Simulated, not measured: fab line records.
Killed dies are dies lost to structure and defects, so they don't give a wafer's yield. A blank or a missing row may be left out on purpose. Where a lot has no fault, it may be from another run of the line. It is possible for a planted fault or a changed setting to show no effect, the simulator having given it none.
The tool behind it: which one? -- flow sfqLine -- 14 lots, 42 wafers sampled, at 6 steps of a route of 325

## WHAT THE GAUGES SHOWED, per wafer
No reading from a measuring or inspecting step in the record can be judged against a usual standard deviation.

## WHICH TOOL RAN EACH LOT (tool, then ch and the chambers of the sampled wafers, then the start)
lot,SFQ_TRILAYER_I1_METRO_MEASURE_047,SFQ_TRILAYER_I2_DEP_PECVD_063,SFQ_TRILAYER_I3_CMP_CMP_082,SFQ_TRILAYER_I3_METRO_MEASURE_083,SFQ_TRILAYER_I3_VIA_ETCH_VIA_ETCH_088,SFQ_TRILAYER_M4_ETCH_METAL_ETCH_096
L377,"filmMetro-04, day 23 23:35","pecvd-03 ch 0,2, day 24 07:47","cmp-02 ch 0,1,2, day 38 15:08","filmMetro-02, day 38 18:10","rieDiel-04 ch 0,2,3, day 44 10:05","rieMetal-01 ch 0,1, day 44 16:20"
L378,"filmMetro-02, day 24 06:18","pecvd-01 ch 0,2, day 24 14:04","cmp-01 ch 1,2,3, day 39 00:41","filmMetro-02, day 39 03:00","rieDiel-02 ch 1,2,3, day 44 17:17","rieMetal-03 ch 1, day 45 00:52"
L379,"filmMetro-01, day 24 10:54","pecvd-03 ch 0,1,2, day 24 20:02","cmp-02 ch 0,1,3, day 39 08:38","filmMetro-04, day 39 11:46","rieDiel-04 ch 1,2,3, day 45 02:53","rieMetal-03 ch 0,1, day 50 12:10"
L380,"filmMetro-04, day 24 14:25","pecvd-03 ch 0,2, day 24 22:43","cmp-02 ch 0,1,2, day 39 18:38","filmMetro-04, day 39 20:58","rieDiel-01 ch 0,3, day 45 09:22","rieMetal-01 ch 0,1, day 50 22:48"
L386,"filmMetro-01, day 27 04:36","pecvd-01 ch 0,2, day 29 06:21","cmp-02 ch 1,2, day 42 21:46","filmMetro-04, day 43 01:05","rieDiel-04 ch 0,2,3, day 48 08:17","rieMetal-03 ch 0,1, day 54 03:26"
L387,"filmMetro-01, day 29 00:05","pecvd-03 ch 0,1,2, day 29 15:57","cmp-02 ch 0,2,3, day 43 00:46","filmMetro-02, day 43 03:53","rieDiel-02 ch 0,1,2, day 48 13:05","rieMetal-01 ch 0,1, day 54 05:50"
L391,"filmMetro-04, day 31 15:28","pecvd-04 ch 0,1, day 38 08:23","cmp-01 ch 0,1,3, day 45 00:13","filmMetro-02, day 45 03:20","rieDiel-04 ch 2,3, day 50 13:20","rieMetal-04 ch 0,1, day 56 03:32"
L394,"filmMetro-01, day 32 13:42","pecvd-03 ch 0,1, day 39 07:10","cmp-02 ch 0,1, day 46 03:34","filmMetro-01, day 46 07:05","rieDiel-01 ch 0,1,3, day 51 21:43","rieMetal-01 ch 1, day 57 04:52"
L395,"filmMetro-02, day 33 04:32","pecvd-04 ch 0,1,2, day 39 20:05","cmp-01 ch 0,3, day 46 12:10","filmMetro-04, day 46 15:29","rieDiel-01 ch 2,3, day 52 03:43","rieMetal-04 ch 0,1, day 57 13:15"
L396,"filmMetro-01, day 33 07:56","pecvd-04 ch 0,1, day 39 22:33","cmp-01 ch 1,2, day 46 15:10","filmMetro-04, day 46 18:17","rieDiel-02 ch 0,2, day 52 06:05","rieMetal-03 ch 0,1, day 57 15:39"
L397,"filmMetro-01, day 33 12:08","pecvd-04 ch 0,1,2, day 40 05:44","cmp-02 ch 1,2,3, day 46 22:05","filmMetro-02, day 47 00:13","rieDiel-01 ch 1,2, day 52 07:17","rieMetal-04 ch 0,1, day 57 18:03"
L398,"filmMetro-02, day 33 15:10","pecvd-01 ch 0,1,2, day 40 09:31","cmp-01 ch 0,2, day 52 11:18","filmMetro-01, day 52 14:25","rieDiel-02 ch 1,3, day 52 17:57","rieMetal-01 ch 0,1, day 58 08:35"
L399,"filmMetro-02, day 33 22:20","pecvd-04 ch 0,1,2, day 40 18:08","cmp-01 ch 0,1,2, day 52 23:48","filmMetro-04, day 53 02:25","rieDiel-01 ch 0,2,3, day 53 06:05","rieMetal-03 ch 0,1, day 58 18:36"
L400,"filmMetro-01, day 34 01:56","pecvd-01 ch 0,2, day 40 19:10","cmp-02 ch 2,3, day 53 01:40","filmMetro-02, day 53 04:17","rieDiel-04 ch 0,1,2, day 53 07:49","rieMetal-04 ch 0,1, day 58 19:48"
- SFQ_TRILAYER_I1_METRO_MEASURE_047
- SFQ_TRILAYER_I2_DEP_PECVD_063: deposits SiO2 from SiH4/N2O, time 111.11 s, target thk 500 nm.
- SFQ_TRILAYER_I3_CMP_CMP_082: polishes SiO2.
- SFQ_TRILAYER_I3_METRO_MEASURE_083
- SFQ_TRILAYER_I3_VIA_ETCH_VIA_ETCH_088: etches SiO2 in CHF3, stops on Nb, target depth 260 nm.
- SFQ_TRILAYER_M4_ETCH_METAL_ETCH_096: etches Nb in Cl2/Ar, stops on SiO2, target depth 240 nm, time 120 s.

## WHAT THE TOOLS THEMSELVES READ (means of the sampled wafers that have a number; where no wafer has one, the mark that the record gives instead)
SFQ_TRILAYER_I1_METRO_MEASURE_047. Usual: thkNm reads 200.3 nm (standard deviation 1).
lot,tool,thkNm (nm),flag
L377,filmMetro-04,201.5,
L378,filmMetro-02,201.5,
L379,filmMetro-01,200.5,
L380,filmMetro-04,201.0,
L386,filmMetro-01,201.2,
L387,filmMetro-01,199.1,
L391,filmMetro-04,199.7,
L394,filmMetro-01,199.7,
L395,filmMetro-02,200.2,
L396,filmMetro-01,198.8,
L397,filmMetro-01,200.7,
L398,filmMetro-02,199.6,
L399,filmMetro-02,200.3,
L400,filmMetro-01,199.8,

SFQ_TRILAYER_I2_DEP_PECVD_063. Usual: heaterPowerW 78 W, standard deviation 11; susceptorTempC 149.97 C, standard deviation 0.13; throttleValvePct 25.8 %, standard deviation 1.4.
lot,tool,heaterPowerW (W),susceptorTempC (C),throttleValvePct (%),flag
L377,pecvd-03,75,150.10,27.0,
L378,pecvd-01,94,149.90,23.5,
L379,pecvd-03,73,149.96,26.8,
L380,pecvd-03,76,149.90,26.2,
L386,pecvd-01,99,149.96,23.9,
L387,pecvd-03,78,149.92,26.9,
L391,pecvd-04,73,149.91,25.3,
L394,pecvd-03,73,150.05,27.7,
L395,pecvd-04,75,150.05,25.1,
L396,pecvd-04,65,149.84,25.1,
L397,pecvd-04,76,149.98,25.2,
L398,pecvd-01,86,149.95,25.1,
L399,pecvd-04,79,149.93,25.3,
L400,pecvd-01,83,149.92,24.9,

SFQ_TRILAYER_I3_CMP_CMP_082. Usual: motorCurrentA 10.0 A, standard deviation 1.3; timeToEndpointS 216 s, standard deviation 5.6.
lot,tool,motorCurrentA (A),timeToEndpointS (s),flag
L377,cmp-02,11.1,214,
L378,cmp-01,10.2,204,
L379,cmp-02,9.9,207,
L380,cmp-02,11.1,214,
L386,cmp-02,11.4,207,
L387,cmp-02,10.2,214,
L391,cmp-01,9.1,214,
L394,cmp-02,10.6,216,
L395,cmp-01,8.4,213,
L396,cmp-01,10.1,222,
L397,cmp-02,10.2,214,
L398,cmp-01,9.8,212,
L399,cmp-01,10.0,219,
L400,cmp-02,10.5,218,

SFQ_TRILAYER_I3_METRO_MEASURE_083. Usual: thkNm reads 200.4 nm (standard deviation 0.88).
lot,tool,thkNm (nm),flag
L377,filmMetro-02,200.9,
L378,filmMetro-02,199.9,
L379,filmMetro-04,200.5,
L380,filmMetro-04,200.3,
L386,filmMetro-04,212.9,OFF
L387,filmMetro-02,206.2,OFF
L391,filmMetro-02,199.0,
L394,filmMetro-01,199.4,
L395,filmMetro-04,200.7,
L396,filmMetro-04,200.6,
L397,filmMetro-02,200.5,
L398,filmMetro-01,201.0,
L399,filmMetro-04,200.0,
L400,filmMetro-02,200.9,

SFQ_TRILAYER_I3_VIA_ETCH_VIA_ETCH_088. Usual: drypumpMotorCurrentA 5.6 A, standard deviation 0.43; oesProductAu 0.856 a.u., standard deviation 0.005.
lot,tool,drypumpMotorCurrentA (A),oesProductAu (a.u.),flag
L377,rieDiel-04,5.2,0.854,
L378,rieDiel-02,5.8,0.853,
L379,rieDiel-04,5.6,0.859,
L380,rieDiel-01,5.6,0.857,
L386,rieDiel-04,5.2,0.885,OFF
L387,rieDiel-02,5.8,0.868,
L391,rieDiel-04,5.5,0.852,
L394,rieDiel-01,5.7,0.860,
L395,rieDiel-01,6.0,0.862,
L396,rieDiel-02,5.4,0.857,
L397,rieDiel-01,6.1,0.859,
L398,rieDiel-02,5.8,0.859,
L399,rieDiel-01,5.9,0.858,
L400,rieDiel-04,5.3,0.856,

SFQ_TRILAYER_M4_ETCH_METAL_ETCH_096. Usual: drypumpMotorCurrentA 5.9 A, standard deviation 0.42; oesProductAu 0.895 a.u., standard deviation 0.0073.
lot,tool,drypumpMotorCurrentA (A),oesProductAu (a.u.),flag
L377,rieMetal-01,6.3,0.896,
L378,rieMetal-03,6.0,0.899,
L379,rieMetal-03,6.1,0.890,
L380,rieMetal-01,6.3,0.894,
L386,rieMetal-03,6.0,0.893,
L387,rieMetal-01,6.3,0.894,
L391,rieMetal-04,5.6,0.892,
L394,rieMetal-01,5.9,0.895,
L395,rieMetal-04,5.6,0.892,
L396,rieMetal-03,6.0,0.898,
L397,rieMetal-04,5.3,0.897,
L398,rieMetal-01,6.1,0.893,
L399,rieMetal-03,6.1,0.884,
L400,rieMetal-04,5.3,0.908,

## THE ANSWER, worked out from the rows above alone
Rule: a lot counts as off when the mean over its wafers that have a number is more than 3 standard deviations away from the usual mean. A lot without any number at a reading at which 4 lots or more have one is off too. All remaining lots with rows at the step are treated as sound. Order of review: gauges by route order, followed by the tools' own readings, for which a lot's mean as printed above is used. At the first step where some lot is off, the reading lying furthest off is the one used; lots without a number count as furthest.
Off: L386, L387, at SFQ_TRILAYER_I3_METRO_MEASURE_083 (thkNm).
If a tool, at that step or one of the process steps before it, ran each lot that is off and ran no sound lot following the first of them, it fits. No candidate that was tried fits.

## WHAT THE SIMULATOR PUT IN
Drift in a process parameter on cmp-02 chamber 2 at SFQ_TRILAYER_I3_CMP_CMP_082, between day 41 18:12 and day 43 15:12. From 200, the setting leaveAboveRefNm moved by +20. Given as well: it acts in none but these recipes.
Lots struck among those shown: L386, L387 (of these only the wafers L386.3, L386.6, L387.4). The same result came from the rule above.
